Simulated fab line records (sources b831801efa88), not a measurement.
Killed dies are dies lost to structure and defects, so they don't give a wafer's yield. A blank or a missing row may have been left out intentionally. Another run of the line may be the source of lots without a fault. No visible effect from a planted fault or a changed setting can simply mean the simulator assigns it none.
fab line records | flow sky130
record: lots: 13 wafers: 39 last-day: 50
route steps=708 shown FIELD_ISO@25 POLY_GATE@218 LDD_P@263 POLY_CUT@316 PAD_OPEN@708
lots untouched by any fault: they come from a run of this same line in which no faults occurred
start-h: the number of hours between the record's first day and the start of the first shown wafer of the lot | wait-h: how many hours have passed since the lot's step before this one | " the same as in the row above | L1.1+2: several wafers, shown together as one row | - no value, or no start was given | * or withheld: withheld | < > ~ a bound
route shown NAME@n: a module of which the file shows steps, and the number in the route of the first | usual: mean/standard deviation of fault-free wafers | same: alike in all rows | chamber/n: place in a boat | sites: per-site readings | _std_site: the values' standard deviation | _edge_site: inner sites' mean taken away from outer sites' mean | radius-mm: how far each site lies from the wafer's centre | mask NAME#n: copy n | behind: tool/chamber where the wafer was last shaped | hold: why the lot was held/for how many hours/how that ended | device: whichever transistor did not switch (one of n, p or np) | end of line: the same wafers' tests at the end of the route | a step without rows: its recipe alone | killed: dies that structure and defects cost at the first sort, which is not the same as the wafer's yield | map: the dies of a wafer, with x for killed, . for not killed, _ for no die there
set.NAME: setting as actually run; set.NAME@STEP: the setting as run at that earlier step | model.NAME: the simulator's own value behind a step, which no gauge read
steps of the route over a sample of lots; a table a step, a row a wafer
services: a tool's chamber out of use, with start hour (start-h, from the record's first day; less than 0 if before it), hours out, and reason
== steps ==
step: SKY_FIELD_ISO_CVD_24
recipe: material: SiO2 target-thk-nm: 595 temp-c: 650 sigma-open-frac: 0.3 time-s: 99.2 sih4-flow-sccm: 60 pressure-mtorr: 6.138
columns lot.wafer tool chamber start-h wait-h
L857.1+3+6 hdpcvd-01 1,2,0 35.22 0.1
L860.1+4+5 hdpcvd-01 0,2,1 50.70 0.1
L861.2+3+5 hdpcvd-02 2,0,0 61.55 0.0
L862.3+4+6 hdpcvd-02 2,2,0 61.62 0.1
L863.1+4+5 hdpcvd-01 0,2,0 66.51 0.1
L864.3+4+6 hdpcvd-01 2,2,1 68.38 0.0
L865.2+3+5 hdpcvd-01 2,0,2 71.30 0.0
L866.2+5+6 hdpcvd-01 0,2,1 79.17 0.0
L867.1+2+5 hdpcvd-01 2,0,1 84.11 0.1
L868.1+5+6 hdpcvd-02 1,2,0 87.60 0.1
L875.3+5+6 hdpcvd-02 2,1,0 123.42 0.0
L878.3+5+6 hdpcvd-01 1,2,0 140.72 0.0
L880.1+3+5 hdpcvd-02 2,1,2 153.02 0.1
step: SKY_FIELD_ISO_THK_MEAS_25
recipe: reads: SiO2_of_FIELD_ISO_CVD_24
usual: FIELD_ISO_CVD_24_THK: 598/6.7
columns lot.wafer tool chamber start-h wait-h FIELD_ISO_CVD_24_THK[nm]
L857.1 film-metro-03 - 35.29 0.0 589
L857.3 " - " " 598
L857.6 " - " " 591
L860.1 film-metro-04 - 50.78 0.0 590
L860.4 " - " " 590
L860.5 " - " " 593
L861.2 film-metro-03 - 61.63 0.0 604
L861.3 " - " " 604
L861.5 " - " " 602
L862.3 film-metro-04 - 61.71 0.1 594
L862.4 " - " " 598
L862.6 " - " " 587
L863.1 film-metro-04 - 66.58 0.0 592
L863.4 " - " " 599
L863.5 " - " " 598
L864.3 film-metro-01 - 68.47 0.1 599
L864.4 " - " " 605
L864.6 " - " " 592
L865.2 film-metro-04 - 71.39 0.0 605
L865.3 " - " " 278
L865.5 " - " " 601
L866.2 film-metro-04 - 79.26 0.0 267
L866.5 " - " " 593
L866.6 " - " " 597
L867.1 film-metro-04 - 84.19 0.0 602
L867.2 " - " " 277
L867.5 " - " " 590
L868.1 film-metro-03 - 87.68 0.0 593
L868.5 " - " " 601
L868.6 " - " " 604
L875.3 film-metro-04 - 123.51 0.1 594
L875.5 " - " " 588
L875.6 " - " " 588
L878.3 film-metro-04 - 140.81 0.1 608
L878.5 " - " " 606
L878.6 " - " " 604
L880.1 film-metro-04 - 153.09 0.0 599
L880.3 " - " " 596
L880.5 " - " " 600
step: SKY_FIELD_ISO_CMP_27
recipe: stop-on: Si3N4 t-overpolish-s: 16 down-force-psi: 4 platen-rpm: 60 target-thk-nm: 457.8 pad-velocity-m-s: 0.94248
usual: motor-current-A: 12.0/0.84 time-to-endpoint-s: 113/3.1
columns lot.wafer tool chamber start-h wait-h motor-current-A time-to-endpoint-s
L857.1 cmp-02 0 38.24 0.2 11.7 113
L857.3 " 1 " " 13.8 114
L857.6 " 3 " " 12.4 111
L860.4 cmp-02 1 52.34 0.0 13.6 108
L860.1 " 2 " " 11.6 111
L860.5 " 2 " " 11.3 109
L862.4 cmp-02 1 68.00 2.3 13.5 110
L862.3 " 0 " " 11.7 113
L862.6 " 1 " " 13.7 110
L861.2 cmp-02 1 68.30 2.6 13.6 111
L861.3 " 3 " " 12.5 112
L861.5 " 2 " " 11.6 112
L863.1 cmp-02 0 69.46 0.0 11.7 110
L863.4 " 3 " " 12.3 113
L863.5 " 0 " " 11.4 115
L864.4 cmp-02 2 70.14 0.1 11.6 116
L864.3 " 1 " " 13.3 116
L864.6 " 3 " " 12.4 113
L865.2 cmp-02 2 74.25 0.1 11.7 109
L865.3 " 3 " " 11.9 53
L865.5 " 3 " " 11.7 111
L866.2 cmp-02 1 80.86 0.1 13.1 50
L866.6 " 0 " " 11.8 109
L866.5 " 1 " " 13.6 106
L867.1 cmp-02 3 85.75 0.0 12.1 116
L867.2 " 1 " " 13.7 50
L867.5 " 0 " " 11.2 114
L868.1 cmp-02 2 89.34 0.1 12.1 111
L868.6 " 0 " " 11.3 114
L868.5 " 1 " " 12.8 112
L875.3 cmp-01 1 125.15 0.1 10.7 113
L875.6 " 3 " " 11.7 115
L875.5 " 0 " " 12.7 109
L878.3 cmp-01 2 143.23 0.1 11.0 111
L878.5 " 0 " " 12.9 112
L878.6 " 1 " " 11.1 110
L880.1 cmp-02 2 155.91 0.1 12.0 119
L880.3 " 3 " " 12.2 119
L880.5 " 1 " " 13.5 116
step: SKY_POLY_GATE_THK_MEAS_04
recipe: reads: Si3N4_of_POLY_GATE_CVD_03
usual: POLY_GATE_CVD_03_THK: 74.9/0.87
columns lot.wafer tool chamber start-h wait-h POLY_GATE_CVD_03_THK[nm]
L857.1 film-metro-03 - 347.94 0.0 76.6
L857.3 " - " " 76.8
L857.6 " - " " 76.6
L860.1 film-metro-03 - 365.50 0.0 75.4
L860.4 " - " " 76.0
L860.5 " - " " 75.9
L861.2 film-metro-03 - 400.72 0.0 75.1
L861.3 " - " " 75.3
L861.5 " - " " 75.5
L862.3 film-metro-02 - 400.73 0.0 73.9
L862.4 " - " " 74.4
L862.6 " - " " 74.1
L864.3 film-metro-01 - 400.73 0.0 73.8
L864.4 " - " " 73.8
L864.6 " - " " 74.1
L863.1 film-metro-02 - 400.77 0.1 73.9
L863.4 " - " " 73.9
L863.5 " - " " 73.7
L865.2 film-metro-01 - 410.81 0.0 74.5
L865.5 " - " " 74.3
L866.5 film-metro-02 - 422.39 0.0 74.8
L866.6 " - " " 75.1
L867.1 film-metro-02 - 427.99 0.0 75.6
L867.5 " - " " 74.8
L868.1 film-metro-02 - 435.42 0.0 74.5
L868.5 " - " " 73.8
L868.6 " - " " 74.2
L875.3 film-metro-03 - 490.46 0.0 75.4
L875.5 " - " " 75.3
L875.6 " - " " 75.2
L878.3 film-metro-03 - 521.51 0.0 74.3
L878.5 " - " " 74.6
L878.6 " - " " 74.3
L880.1 film-metro-01 - 539.02 0.0 76.0
L880.3 " - " " 75.9
L880.5 " - " " 75.2
step: SKY_LDD_P_OVL_MEAS_08
usual: LDD_P_OVL: 0.6/1.2
columns lot.wafer tool chamber start-h wait-h LDD_P_OVL[nm]
L857.1 overlay-02 - 439.78 0.1 0.7
L857.3 " - " " 1.6
L857.6 " - " " 0.3
L860.1 overlay-02 - 459.37 0.1 0.6
L860.4 " - " " -0.3
L860.5 " - " " -0.4
L861.2 overlay-02 - 494.83 0.1 3.7
L861.3 " - " " 3.9
L861.5 " - " " 4.0
L864.3 overlay-01 - 495.29 0.1 -0.7
L864.4 " - " " -0.4
L864.6 " - " " 0.9
L862.3 overlay-01 - 495.62 0.1 2.6
L862.4 " - " " 2.4
L862.6 " - " " 1.5
L863.1 overlay-02 - 497.85 0.1 0.9
L863.4 " - " " 2.4
L863.5 " - " " 2.2
L865.2 overlay-01 - 507.68 0.1 -0.8
L865.5 " - " " -0.9
L866.5 overlay-02 - 518.53 0.0 -0.6
L866.6 " - " " 1.3
L867.1 overlay-02 - 524.47 0.1 2.2
L867.5 " - " " 1.7
L868.1 overlay-01 - 531.48 0.1 -0.2
L868.5 " - " " 0.9
L868.6 " - " " 1.4
L875.3 overlay-01 - 584.47 0.1 1.4
L875.5 " - " " 0.4
L875.6 " - " " 0.0
L878.3 overlay-01 - 613.24 0.1 0.7
L878.5 " - " " 0.4
L878.6 " - " " 0.9
L880.1 overlay-02 - 629.83 0.1 -1.0
L880.3 " - " " -2.0
L880.5 " - " " -1.5
step: SKY_POLY_CUT_OVL_MEAS_09
usual: POLY_CUT_OVL: 0/4.7
columns lot.wafer tool chamber start-h wait-h POLY_CUT_OVL[nm]
L857.1 overlay-02 - 564.32 0.1 3
L857.3 " - " " 0
L857.6 " - " " 0
L860.1 overlay-01 - 583.05 0.1 -2
L860.4 " - " " 4
L860.5 " - " " 3
L861.2 overlay-01 - 616.51 0.1 9
L861.3 " - " " 4
L861.5 " - " " 0
L862.3 overlay-01 - 617.83 0.1 6
L862.4 " - " " 4
L862.6 " - " " 9
L864.3 overlay-01 - 618.18 0.1 3
L864.4 " - " " 3
L864.6 " - " " 0
L863.1 overlay-01 - 621.18 0.1 -6
L863.4 " - " " -4
L863.5 " - " " -2
L865.2 overlay-02 - 628.06 0.1 7
L865.5 " - " " 1
L866.5 overlay-01 - 638.49 0.0 3
L866.6 " - " " 1
L867.1 overlay-02 - 646.67 0.1 -6
L867.5 " - " " 0
L868.1 overlay-01 - 652.30 0.1 8
L868.5 " - " " 9
L868.6 " - " " 7
L875.3 overlay-02 - 700.94 0.1 -4
L875.5 " - " " -6
L875.6 " - " " -8
L878.3 overlay-01 - 730.13 0.1 -3
L878.5 " - " " 0
L878.6 " - " " -9
L880.1 overlay-01 - 744.51 0.1 -6
L880.3 " - " " 0
L880.5 " - " " 3
step: SKY_PAD_OPEN_PROBE_99
usual: killed_at_M0_to_M3: 44/6.8 killed_at_M4_up: 3.1/1.9 killed-at-contacts: 25/5.9 killed-at-front-end: 15/4.3 killed-at-other: 0.2/0.51 killed-dies: 87/11 killed-on-rim: 17/3.6 killed-open: 47/7.9 killed-short: 39/6.4
same: gross-dies: 492 killed-at-back-side: 0
columns lot.wafer tool chamber start-h wait-h killed_at_M0_to_M3 killed_at_M4_up killed-at-contacts killed-at-front-end killed-at-other killed-dies killed-on-rim killed-open killed-short
L865.2 prober-01 - 1125.20 0.1 39 0 15 17 2 73 14 41 32
L865.3 prober-01 - 1125.25 0.2 44 1 17 429 1 492 96 37 38
L865.5 prober-01 - 1125.35 0.2 47 2 20 15 0 84 14 37 47
L866.2 prober-02 - 1128.40 0.1 38 1 19 434 0 492 96 34 38
L866.5 prober-02 - 1128.55 0.2 52 3 16 11 0 82 15 47 35
L866.6 prober-02 - 1128.60 0.2 50 1 20 11 0 82 15 54 28
L867.1 prober-01 - 1134.53 0.1 46 2 33 24 0 105 20 51 54
L867.2 prober-01 - 1134.58 0.1 38 4 15 435 0 492 96 45 26
L867.5 prober-01 - 1134.73 0.2 39 0 17 14 1 71 14 38 33
killed by level:class
L865.2 VIA2:geometric-particle:open=9 VIA1:geometric-particle:open=8 FIELD_ISO:geometric-particle:open=6 CONTACT:geometric-particle:short=6 POLY_GATE:geometric-particle:short=5 POLY_GATE:geometric-particle:open=4 VIA2:geometric-particle:short=4 LI_CONTACT:geometric-particle:open=3
L865.3 FIELD_ISO:area-cvd=417 CONTACT:geometric-particle:open=9 VIA1:geometric-particle:open=8 VIA3:geometric-particle:open=7 VIA1:geometric-particle:short=6 VIA2:geometric-particle:open=5 VIA3:geometric-particle:short=4 POLY_GATE:geometric-particle:short=4
L865.5 METAL1:geometric-particle:short=7 VIA1:geometric-particle:open=7 VIA3:geometric-particle:open=7 VIA3:geometric-particle:short=6 METAL2:geometric-particle:short=6 LOCAL_INTERCONNECT:geometric-particle:short=5 CONTACT:geometric-particle:short=5 FIELD_ISO:geometric-particle:open=4
L866.2 FIELD_ISO:area-cvd=420 VIA2:geometric-particle:open=8 CONTACT:geometric-particle:open=7 METAL1:geometric-particle:short=7 VIA1:geometric-particle:short=6 POLY_GATE:geometric-particle:open=5 POLY_GATE:geometric-particle:short=5 CONTACT:geometric-particle:short=5
L866.5 VIA1:geometric-particle:open=14 VIA2:geometric-particle:open=10 LI_CONTACT:geometric-particle:open=5 CONTACT:geometric-particle:open=5 CONTACT:geometric-particle:short=5 METAL2:geometric-particle:short=5 METAL1:geometric-particle:short=4 VIA1:geometric-particle:short=4
L866.6 VIA1:geometric-particle:open=14 VIA2:geometric-particle:open=10 CONTACT:geometric-particle:open=9 METAL1:geometric-particle:short=8 LI_CONTACT:geometric-particle:open=7 VIA3:geometric-particle:open=6 FIELD_ISO:geometric-particle:open=4 VIA2:geometric-particle:short=4
L867.1 CONTACT:geometric-particle:short=10 VIA1:geometric-particle:open=10 CONTACT:geometric-particle:open=9 METAL2:geometric-particle:short=9 VIA3:geometric-particle:open=8 FIELD_ISO:geometric-particle:short=7 VIA1:geometric-particle:short=6 LI_CONTACT:geometric-particle:open=5
L867.2 FIELD_ISO:area-cvd=421 VIA1:geometric-particle:open=13 CONTACT:geometric-particle:open=10 FIELD_ISO:geometric-particle:short=6 VIA1:geometric-particle:short=5 VIA2:geometric-particle:short=4 VIA3:geometric-particle:open=4 POLY_GATE:geometric-particle:open=3
L867.5 VIA1:geometric-particle:open=13 METAL2:geometric-particle:short=6 FIELD_ISO:geometric-particle:open=5 LOCAL_INTERCONNECT:geometric-particle:short=5 CONTACT:geometric-particle:short=5 VIA2:geometric-particle:open=5 POLY_GATE:geometric-particle:open=4 LI_CONTACT:geometric-particle:open=4
== services ==
columns tool chamber start-h hours kind
cmp-01 - 11.56 1.1 repair
cmp-01 - 42.42 1.4 repair
cmp-01 - 54.20 21.8 pm
hdpcvd-01 - 57.43 5.5 pm
cmp-02 - 64.00 4.0 pm
hdpcvd-02 - 66.75 15.0 pm
hdpcvd-02 0 66.75 15.0 vent-cycle
hdpcvd-02 1 66.75 15.0 vent-cycle
hdpcvd-02 2 66.75 15.0 vent-cycle
cmp-02 - 68.00 - consumable-replace:conditioner
cmp-02 - 68.00 - consumable-replace:pad
hdpcvd-02 - 70.26 0.4 repair
cmp-02 - 81.70 2.3 pm
hdpcvd-02 0 81.75 - clean
hdpcvd-02 1 81.75 - clean
hdpcvd-02 2 81.75 - clean
cmp-01 - 89.44 0.9 repair
cmp-02 - 99.41 4.9 repair
cmp-02 - 123.41 5.2 repair
hdpcvd-01 - 131.61 6.0 pm
cmp-01 - 133.15 0.8 repair
== key ==
first-sign: step: SKY_FIELD_ISO_THK_MEAS_25 reading: FIELD_ISO_CVD_24_THK direction: down sigmas: 48 usual: 598 struck: 274
effect: step: SKY_FIELD_ISO_CMP_27 reading: time-to-endpoint-s direction: down sigmas: 20 usual: * struck: *
effect: step: SKY_PAD_OPEN_PROBE_99 reading: killed-at-front-end direction: up sigmas: 97 usual: 15 struck: 433
more-kills-born-at: SKY_FIELD_ISO_CVD_24@hdpcvd-01: 1258
met-at SKY_FIELD_ISO_CVD_24
struck-lots L865,L866,L867
struck-wafers L865.3,L866.2,L867.2
later-rows-left-out L865.3,L866.2,L867.2
tester-left-out L865,L866,L867
not-acting-at SKY_POLY_GATE_THK_MEAS_04,SKY_LDD_P_OVL_MEAS_08,SKY_POLY_CUT_OVL_MEAS_09
onset-between 66.51 71.30
fault: kind: process-parameter-drift tool: hdpcvd-01 chamber: 0 onset-h: 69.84 steps: SKY_FIELD_ISO_CVD_24 channel: target-thk-nm offset: -322.01 shape: step end-h: 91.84 acts-in: these-recipes-only stated: 595
tester-left-out: of these lots the tester's yield and bins aren't shown, on N5 and GAA mostly nor the transistor test; their killed dies are dies lost to structure and defects alone, not to doping, threshold or leakage, so they don't give the yield
later-rows-left-out: the simulator's readings of these wafers behind a module that went badly wrong aren't trusted and aren't shown, but for the sort
